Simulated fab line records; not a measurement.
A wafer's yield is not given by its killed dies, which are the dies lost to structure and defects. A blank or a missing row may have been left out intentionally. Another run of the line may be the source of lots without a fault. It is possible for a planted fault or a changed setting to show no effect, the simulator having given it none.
fab line records	flow gf180mcu
record: lots: 13	wafers: 39	last-day: 34
route steps=602 shown HV_LDD@230 M2@364 V2@406
lots untouched by any fault: they come from a run of this same line in which no faults occurred
start-h: hours from the record's first day to the start of the lot's first wafer shown	wait-h: hours since the lot's step before	" repeats the value in the row above	L1.1+2: several wafers, shown together as one row	- either no value or no given start	* or withheld: withheld	< > ~ a bound
route shown NAME@n: a module of which the file shows steps, and the number in the route of the first	usual: average and standard deviation across the fault-free wafers	same: alike in all rows	chamber/n: place in a boat	sites: each site's reading	_std_site: the values' standard deviation	_edge_site: the outer-site mean with the inner-site mean subtracted	radius-mm: how far each site lies from the wafer's centre	mask NAME#n: copy n	behind: the last tool/chamber to shape the wafer	hold: what put the lot on hold/how long, in hours/how the hold closed	device: which transistor (n, p or np) failed to switch	end of line: tests run on the same wafers once the route is complete	a step given without rows: its recipe and nothing more	killed: the dies lost at the first sort to structure and to defects; this is not the yield of the wafer	map: the dies of a wafer, with x for killed, . for not killed, _ for no die there
set.NAME: the setting as run; set.NAME@STEP: as run at that earlier step	model.NAME: the simulator's own value behind a step, which no gauge read
route steps across a sampled set of lots; one table per step, one row per wafer
services: from which hour (start-h, from the record's first day; less than 0 if before it) a tool's chamber was out of use, for how many hours, and why
== steps ==
step: GF_HV_LDD_CVD_54
recipe: material: SiO2	target-thk-nm: 10	precursor: TEOS	temp-c: 680	time-s: 75	pressure-mtorr: 400
usual: spike-tc-centre-C: 681.3/1.4	spike-tc-upper-C: 680.2/1.1	zone-power-bottom-pct: 15.5/1.1	zone-power-centre-pct: 10.6/0.72	zone-power-upper-pct: 10.00/0.3
same: time-s: 75
lot.wafer	tool	chamber	start-h	wait-h	spike-tc-centre-C	spike-tc-upper-C	zone-power-bottom-pct	zone-power-centre-pct	zone-power-upper-pct
L805.2	lpcvd-01	1	276.69	0.1	682.3	679.1	16.9	9.8	10.00
L805.3	"	1	"	"	682.5	682.2	16.7	9.8	10.32
L805.6	"	1	"	"	681.2	680.7	16.9	9.9	10.30
L806.2	lpcvd-01	0	279.60	0.1	678.1	680.0	16.2	10.4	9.82
L806.3	"	0	"	"	679.6	681.9	16.2	10.2	9.77
L806.4	"	0	"	"	680.6	681.9	16.7	10.2	9.91
L807.1	lpcvd-01	0	290.10	0.1	681.4	679.9	16.2	10.4	9.83
L807.5	"	0	"	"	677.6	681.9	16.0	10.3	9.97
L807.6	"	0	"	"	680.5	681.3	16.5	10.2	9.86
L809.2	lpcvd-02	1	306.37	0.1	681.4	681.3	14.4	11.8	10.16
L809.4	"	1	"	"	680.6	681.8	14.4	11.5	10.31
L809.6	"	1	"	"	681.1	679.5	14.4	11.7	10.25
L810.2	lpcvd-01	1	324.80	0.5	682.3	680.6	16.9	9.9	10.19
L810.5	"	1	"	"	681.6	679.6	16.9	9.8	10.23
L810.6	"	1	"	"	682.2	681.1	16.6	9.6	10.35
L815.3	lpcvd-02	1	358.61	0.3	676.6	710.1	14.0	8.6	16.81
L815.5	"	1	"	"	676.9	709.3	14.2	8.5	16.65
L815.6	"	1	"	"	675.7	708.6	14.4	8.7	16.78
L816.1	lpcvd-02	1	367.68	0.1	678.0	709.4	14.3	8.6	16.68
L816.3	"	1	"	"	677.2	707.1	14.2	8.5	16.88
L816.6	"	1	"	"	677.7	709.7	14.1	8.6	16.82
L817.1	lpcvd-01	1	375.68	0.1	680.8	680.2	17.0	9.7	10.11
L817.5	"	1	"	"	681.3	681.4	17.1	9.8	10.41
L817.6	"	1	"	"	680.8	681.4	16.9	9.6	10.25
L822.4	lpcvd-01	1	418.56	0.6	683.9	678.6	17.1	9.8	10.26
L822.5	"	1	"	"	680.6	681.8	16.8	9.7	10.33
L822.6	"	1	"	"	681.5	680.9	16.8	9.8	10.49
L823.3	lpcvd-01	1	425.67	0.1	682.3	679.3	17.0	9.8	10.30
L823.4	"	1	"	"	682.9	679.3	17.1	9.7	10.20
L823.6	"	1	"	"	681.9	681.3	16.7	9.7	10.26
L826.2	lpcvd-01	1	447.28	0.1	682.1	680.5	16.8	9.7	10.24
L826.5	"	1	"	"	682.9	680.1	16.9	9.7	10.13
L826.6	"	1	"	"	681.8	679.8	17.0	9.9	10.17
L827.1	lpcvd-01	1	458.42	0.1	680.3	681.1	17.2	9.7	10.31
L827.4	"	1	"	"	682.7	681.3	16.7	9.5	10.30
L827.5	"	1	"	"	682.9	681.2	16.6	9.7	10.04
L828.1	lpcvd-01	0	464.65	0.1	680.6	680.4	16.6	10.4	9.75
L828.4	"	0	"	"	679.5	681.4	16.5	10.4	9.88
L828.5	"	0	"	"	677.7	679.6	16.3	10.3	9.88
step: GF_HV_LDD_THK_MEAS_55
recipe: reads: SiO2_of_HV_LDD_CVD_54
usual: HV_LDD_CVD_54_THK: 10.02/0.14
lot.wafer	tool	chamber	start-h	wait-h	HV_LDD_CVD_54_THK[nm]
L805.2	film-metro-01	-	277.72	0.0	10.11
L805.3	"	-	"	"	9.89
L805.6	"	-	"	"	10.03
L806.2	film-metro-02	-	280.63	0.0	10.01
L806.3	"	-	"	"	9.94
L806.4	"	-	"	"	9.88
L807.1	film-metro-01	-	291.12	0.0	9.95
L807.5	"	-	"	"	9.95
L807.6	"	-	"	"	9.94
L809.2	film-metro-02	-	307.40	0.0	9.95
L809.4	"	-	"	"	10.16
L809.6	"	-	"	"	10.11
L810.2	film-metro-01	-	325.83	0.0	9.94
L810.5	"	-	"	"	9.87
L810.6	"	-	"	"	10.00
L815.3	film-metro-01	-	359.65	0.0	13.58
L815.5	"	-	"	"	13.47
L815.6	"	-	"	"	13.09
L816.1	film-metro-04	-	368.70	0.0	10.16
L816.3	"	-	"	"	10.19
L816.6	"	-	"	"	10.50
L817.1	film-metro-02	-	376.71	0.0	9.98
L817.5	"	-	"	"	10.05
L817.6	"	-	"	"	10.04
L822.4	film-metro-02	-	419.61	0.0	9.88
L822.5	"	-	"	"	9.92
L822.6	"	-	"	"	9.78
L823.3	film-metro-01	-	426.71	0.0	9.95
L823.4	"	-	"	"	9.94
L823.6	"	-	"	"	9.76
L826.2	film-metro-04	-	448.87	0.1	10.01
L826.5	"	-	"	"	9.97
L826.6	"	-	"	"	10.00
L827.1	film-metro-04	-	459.44	0.0	10.11
L827.4	"	-	"	"	10.04
L827.5	"	-	"	"	10.08
L828.1	film-metro-04	-	465.67	0.0	9.95
L828.4	"	-	"	"	9.99
L828.5	"	-	"	"	10.05
step: GF_M2_SPUTTER_02
recipe: material: AlCu	target-thk-nm: 450	power-w: 10600	time-s: 23.9	chamber-pressure-pa: 0.4
usual: throttle-valve-pct: 30.8/0.98
same: time-s: 23.9
lot.wafer	tool	chamber	start-h	wait-h	throttle-valve-pct
L805.2	pvd-sputter-03	-	415.25	0.0	31.4
L805.3	"	-	"	"	30.8
L805.6	"	-	"	"	31.1
L806.2	pvd-sputter-03	-	418.70	0.0	30.7
L806.3	"	-	"	"	29.2
L806.4	"	-	"	"	29.3
L807.1	pvd-sputter-03	-	430.11	0.0	29.2
L807.5	"	-	"	"	29.3
L807.6	"	-	"	"	29.1
L809.2	pvd-sputter-03	-	448.78	0.0	29.2
L809.4	"	-	"	"	29.4
L809.6	"	-	"	"	31.7
L810.2	pvd-sputter-03	-	472.22	0.0	29.1
L810.5	"	-	"	"	31.5
L810.6	"	-	"	"	31.0
L815.3	pvd-sputter-01	-	512.13	0.0	30.7
L815.5	"	-	"	"	30.4
L815.6	"	-	"	"	32.7
L816.1	pvd-sputter-03	-	521.51	0.0	29.1
L816.3	"	-	"	"	31.3
L816.6	"	-	"	"	31.4
L817.1	pvd-sputter-01	-	526.19	0.0	32.6
L817.5	"	-	"	"	30.6
L817.6	"	-	"	"	30.0
L822.4	pvd-sputter-03	-	570.91	0.0	31.2
L822.5	"	-	"	"	29.2
L822.6	"	-	"	"	31.3
L823.3	pvd-sputter-03	-	576.26	0.0	31.0
L823.4	"	-	"	"	29.1
L823.6	"	-	"	"	31.8
L826.2	pvd-sputter-01	-	594.98	0.0	32.7
L826.5	"	-	"	"	32.7
L826.6	"	-	"	"	30.6
L827.1	pvd-sputter-01	-	604.80	0.0	30.5
L827.4	"	-	"	"	32.6
L827.5	"	-	"	"	30.6
L828.1	pvd-sputter-04	-	609.01	0.0	30.5
L828.4	"	-	"	"	31.2
L828.5	"	-	"	"	30.7
step: GF_M2_RS_MEAS_05
recipe: thk-meas-gauge: four-point-probe	reads: TiN_of_M2_SPUTTER_04+Ti_of_M2_SPUTTER_03+AlCu_of_M2_SPUTTER_02+TiN_of_M2_SPUTTER_01+Ti_of_M2_SPUTTER_00
usual: M2_ALCU_RS: 0.0695/0.00069
lot.wafer	tool	chamber	start-h	wait-h	M2_ALCU_RS[ohm/sq]
L805.2	film-metro-02	-	415.36	0.0	0.0693
L805.3	"	-	"	"	0.0687
L805.6	"	-	"	"	0.0688
L806.2	film-metro-02	-	418.81	0.0	0.0704
L806.3	"	-	"	"	0.0701
L806.4	"	-	"	"	0.0699
L807.1	film-metro-04	-	430.20	0.0	0.0693
L807.5	"	-	"	"	0.0695
L807.6	"	-	"	"	0.0693
L809.2	film-metro-04	-	448.94	0.1	0.0694
L809.4	"	-	"	"	0.0693
L809.6	"	-	"	"	0.0697
L810.2	film-metro-04	-	472.33	0.0	0.0691
L810.5	"	-	"	"	0.0689
L810.6	"	-	"	"	0.0692
L815.3	film-metro-04	-	512.26	0.1	0.0688
L815.5	"	-	"	"	0.0688
L815.6	"	-	"	"	0.0700
L816.1	film-metro-03	-	521.60	0.0	0.0693
L816.3	"	-	"	"	0.0694
L816.6	"	-	"	"	0.0695
L817.1	film-metro-04	-	526.28	0.0	0.0686
L817.5	"	-	"	"	0.0681
L817.6	"	-	"	"	0.0691
L822.4	film-metro-03	-	571.07	0.1	0.0690
L822.5	"	-	"	"	0.0689
L822.6	"	-	"	"	0.0689
L823.3	film-metro-04	-	576.39	0.1	0.0678
L823.4	"	-	"	"	0.0684
L823.6	"	-	"	"	0.0679
L826.2	film-metro-02	-	595.12	0.1	0.0711
L826.5	"	-	"	"	0.0713
L826.6	"	-	"	"	0.0691
L827.1	film-metro-04	-	604.89	0.0	0.0692
L827.4	"	-	"	"	0.0708
L827.5	"	-	"	"	0.0693
L828.1	film-metro-04	-	609.10	0.0	0.0697
L828.4	"	-	"	"	0.0691
L828.5	"	-	"	"	0.0703
step: GF_V2_RS_MEAS_24
recipe: thk-meas-gauge: four-point-probe	reads: W_of_V2_CVD_23+TiN_of_V2_SPUTTER_22+Ti_of_V2_SPUTTER_21
usual: V2_W_RS: 0.324/0.0054
lot.wafer	tool	chamber	start-h	wait-h	V2_W_RS[ohm/sq]
L805.2	film-metro-04	-	466.61	0.1	0.333
L805.3	"	-	"	"	0.337
L805.6	"	-	"	"	0.320
L806.2	film-metro-02	-	469.92	0.1	0.316
L806.3	"	-	"	"	0.316
L806.4	"	-	"	"	0.326
L807.1	film-metro-02	-	480.91	0.1	0.321
L807.5	"	-	"	"	0.322
L807.6	"	-	"	"	0.317
L809.2	film-metro-02	-	499.01	0.2	0.321
L809.4	"	-	"	"	0.318
L809.6	"	-	"	"	0.320
L810.2	film-metro-02	-	522.82	0.1	0.331
L810.5	"	-	"	"	0.332
L810.6	"	-	"	"	0.320
L815.3	film-metro-04	-	560.67	0.1	0.325
L815.5	"	-	"	"	0.327
L815.6	"	-	"	"	0.318
L816.1	film-metro-04	-	568.88	0.1	0.322
L816.3	"	-	"	"	0.314
L816.6	"	-	"	"	0.323
L817.1	film-metro-01	-	573.84	0.1	0.324
L817.5	"	-	"	"	0.321
L817.6	"	-	"	"	0.329
L822.4	film-metro-01	-	616.86	0.1	0.317
L822.5	"	-	"	"	0.316
L822.6	"	-	"	"	0.327
L823.3	film-metro-04	-	620.67	0.1	0.322
L823.4	"	-	"	"	0.330
L823.6	"	-	"	"	0.321
L826.2	film-metro-04	-	639.51	0.1	0.333
L826.5	"	-	"	"	0.327
L826.6	"	-	"	"	0.321
L827.1	film-metro-04	-	648.23	0.1	0.325
L827.4	"	-	"	"	0.328
L827.5	"	-	"	"	0.327
L828.1	film-metro-04	-	651.40	0.1	0.330
L828.4	"	-	"	"	0.330
L828.5	"	-	"	"	0.324
== services ==
tool	chamber	start-h	hours	kind
pvd-sputter-04	-	327.14	3.1	repair
pvd-sputter-04	0	330.45	-	consumable-replace:kit
pvd-sputter-04	0	330.45	18.0	scheduled-down
pvd-sputter-04	0	330.45	18.0	vent-cycle
pvd-sputter-03	-	335.97	15.3	repair
pvd-sputter-01	0	372.08	-	consumable-replace:kit
pvd-sputter-01	0	372.08	18.0	scheduled-down
pvd-sputter-01	0	372.08	18.0	vent-cycle
pvd-sputter-03	-	424.45	2.2	repair
pvd-sputter-03	3	448.87	-	consumable-replace:kit
pvd-sputter-03	3	448.87	18.0	scheduled-down
pvd-sputter-03	3	448.87	18.0	vent-cycle
lpcvd-02	-	483.60	2.8	pm
pvd-sputter-01	-	491.50	10.0	repair
lpcvd-02	-	532.35	6.0	pm
pvd-sputter-03	-	546.01	3.2	repair
pvd-sputter-03	-	574.42	1.6	repair
pvd-sputter-01	3	589.88	-	consumable-replace:kit
pvd-sputter-01	3	589.88	18.0	scheduled-down
pvd-sputter-01	3	589.88	18.0	vent-cycle
pvd-sputter-03	-	594.66	24.6	repair
== key ==
first-sign: step: GF_HV_LDD_CVD_54	reading: spike-tc-upper-C	direction: up	sigmas: 26	usual: 680.2	struck: 709.0
effect: step: GF_HV_LDD_CVD_54	reading: zone-power-upper-pct	direction: up	sigmas: 23	usual: 10.00	struck: 16.77
effect: step: GF_HV_LDD_THK_MEAS_55	reading: HV_LDD_CVD_54_THK	direction: up	sigmas: 13	usual: 10.02	struck: 11.83	wafers-moved: 4
met-at GF_HV_LDD_CVD_54
struck-lots L815,L816
tester-left-out L815,L816
not-acting-at GF_M2_SPUTTER_02,GF_M2_RS_MEAS_05,GF_V2_RS_MEAS_24
onset-between 306.37 358.61
fault: kind: process-parameter-drift	tool: lpcvd-02	chamber: -	onset-h: 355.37	steps: GF_HV_LDD_CVD_54	channel: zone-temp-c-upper	offset: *	shape: step	end-h: 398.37
tester-left-out: of these lots the tester's yield and bins aren't shown, on N5 and GAA mostly nor the transistor test; their killed dies are dies lost to structure and defects alone, not to doping, threshold or leakage, so they don't give the yield
